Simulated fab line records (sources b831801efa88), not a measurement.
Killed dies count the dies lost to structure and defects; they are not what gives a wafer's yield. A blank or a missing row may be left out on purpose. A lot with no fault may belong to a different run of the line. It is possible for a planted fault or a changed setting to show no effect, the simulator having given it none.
Chamber matching -- flow gf180mcu -- 3 sister chambers for GF_V5_CVD_02 on pecvd-02
The step deposits SiO2 from TEOS, target thk 1450 nm, time 163.28 s. 18 wafers are shown with their chamber, then 9 later ones without.

WAFERS, EACH WITH ITS CHAMBER
wafer,chamber,heater power w (W)
L256.3,0,811
L256.4,1,749
L256.5,0,670
L259.1,1,684
L259.3,2,640
L259.4,0,840
L263.4,0,808
L263.5,2,676
L263.6,1,746
L266.1,2,576
L266.4,2,671
L266.6,1,603
L268.1,2,595
L268.3,1,728
L268.4,1,599
L271.2,1,700
L271.3,2,717
L271.5,2,560

SIGNATURES (averages over the wafers above)
reading,chamber 0,chamber 1,chamber 2,scatter within a chamber
heater power w,782.25,687.00,633.57,64.2
Rule: for each reading, subtract the chamber's mean from the wafer's reading, divide by that reading's scatter and square the result; add these up over the readings and take the root, which gives the wafer's distance from the chamber. The wafer belongs to the nearest chamber; if the next one is less than 2 further off, it can't be placed. The scatter: the root of (the sum of the squares of (reading less its chamber's mean) over the shown wafers, divided by (wafers less chambers)).

WAFERS WITH NO CHAMBER GIVEN
wafer,heater power w (W)
L273.2,661
L273.3,606
L273.6,790
L275.3,823
L275.4,553
L275.6,677
L278.2,841
L278.4,669
L278.6,700

WHICH CHAMBER EACH WENT THROUGH
wafer,from the rows above,in truth
L273.2,can't be placed: 1 or 2 or 0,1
L273.3,can't be placed: 2 or 1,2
L273.6,can't be placed: 0 or 1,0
L275.3,can't be placed: 0 or 1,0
L275.4,can't be placed: 2 or 1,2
L275.6,can't be placed: 1 or 2 or 0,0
L278.2,can't be placed: 0 or 1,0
L278.4,can't be placed: 1 or 2 or 0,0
L278.6,can't be placed: 1 or 2 or 0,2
0 of 9 placed correctly. Unplaceable from these rows: 9, with the true chamber sitting among the candidates in 9. Wrongly placed: 0.
